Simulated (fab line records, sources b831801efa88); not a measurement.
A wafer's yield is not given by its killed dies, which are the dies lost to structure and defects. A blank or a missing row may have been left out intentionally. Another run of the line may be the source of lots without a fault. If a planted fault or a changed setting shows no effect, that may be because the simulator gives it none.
Problem report, 8D (eight disciplines) form, completed by code ; flow gf180mcu ; the parts of the form that need people (team, actions taken, sign-off) are left out

## 1. WHAT IS WRONG
Across 4 wafers from 3 lots, MIM_CVD_05_THK at GF_MIM_THK_MEAS_06 averages 76.8 nm, while fault-free wafers read 41.9 nm with a standard deviation of 0.64. That is +54 standard deviations from the usual mean.
Earliest sighting: wafer L568.6 on film metro-04 at day 29 13:19. The record holds 19 wafers of 7 lots with a number at this step. The rule behind "out" and "out of limits": a value lying over 4 standard deviations away from the usual mean. All remaining wafers that have a number are taken as sound.

## 2. WHAT IT IS AND WHAT IT IS NOT
question;is;is not
which readings at this step;MIM_CVD_05_THK;-
which lots;L567, L568, L570;L554, L555, L571, L574
which wafers of those lots;L567.5, L567.6, L568.6, L570.6;L568.4, L570.3, L570.4
read on which gauges;film metro-02, film metro-03, film metro-04;-
when;from day 29 13:19;"up to then (7 sound wafers); but 8 sound wafers of L570, L571, L574 came after"

## 3. WHAT RULES OUT EACH SUSPECT
Counting: a tool at a process step up to the reading stays a suspect if it ran every lot that is out. Sound lots after the first of them don't rule it out here, since some wafers of a struck lot are sound.
- ruled out: the gauge at GF_MIM_THK_MEAS_06. The wafers that are out were read on 3 gauges (film metro-02, film metro-03, film metro-04).
- pvd sputter-02 at GF_V4_SPUTTER_21 (material Ti, target thk 15 nm, time 80.02 s): kept. It ran every lot that is out, first L568 (day 29 12:21).
- pecvd-03 at GF_MIM_CVD_05 (deposits Si3N4, target thk 42 nm, time 29.086 s): kept. It processed each lot that is out (first: L568, day 29 13:17); up to then, its last sound lot is L554 (day 24 21:21).
Left after counting: pvd sputter-02 at GF_V4_SPUTTER_21, pecvd-03 at GF_MIM_CVD_05.

## 4. THE CAUSE (what the simulator had put in)
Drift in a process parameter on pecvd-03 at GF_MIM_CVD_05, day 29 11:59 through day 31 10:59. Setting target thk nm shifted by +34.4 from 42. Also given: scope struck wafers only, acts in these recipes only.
2 suspects survive the count, and this tool is in that group.

## 5. THE EFFECT CHAIN, in route order
Each row: a reading where the mean over the struck wafers with a number is more than 3 standard deviations away from the usual. Scope: only readings with a usual standard deviation given in the record; hours: median across lots of the time from each lot's start at the first step in this table that gives one to its start at this step; sigmas: change in usual standard deviations.
hours;step;reading;usual;on struck wafers;change;sigmas
0;GF_MIM_THK_MEAS_06;MIM_CVD_05_THK;41.9 nm;76.8;+34.9;+54
At these later measuring or inspecting steps, every struck wafer for which the step has a row has a number for every such reading, and none has moved that far: GF_MIM_RS_MEAS_10, GF_MIM_THK_MEAS_11, GF_M5_CD_MEAS_07, GF_M5_OVL_MEAS_08.

## 6. HOW IT WOULD HAVE BEEN CAUGHT EARLIER
In this record the first reading out of limits at a measuring or inspecting step was taken at day 29 13:19, 1 hour after the fault began at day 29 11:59.
No tool reading at GF_MIM_CVD_05 that has a usual standard deviation in the record was out on any struck wafer, so an alarm limit of 4 standard deviations on those readings would not have fired.
L567, L570, from the lots that are out (3), started GF_MIM_CVD_05 on pecvd-03 later than day 29 13:19. A hold on the tool at that time would have spared those 2.
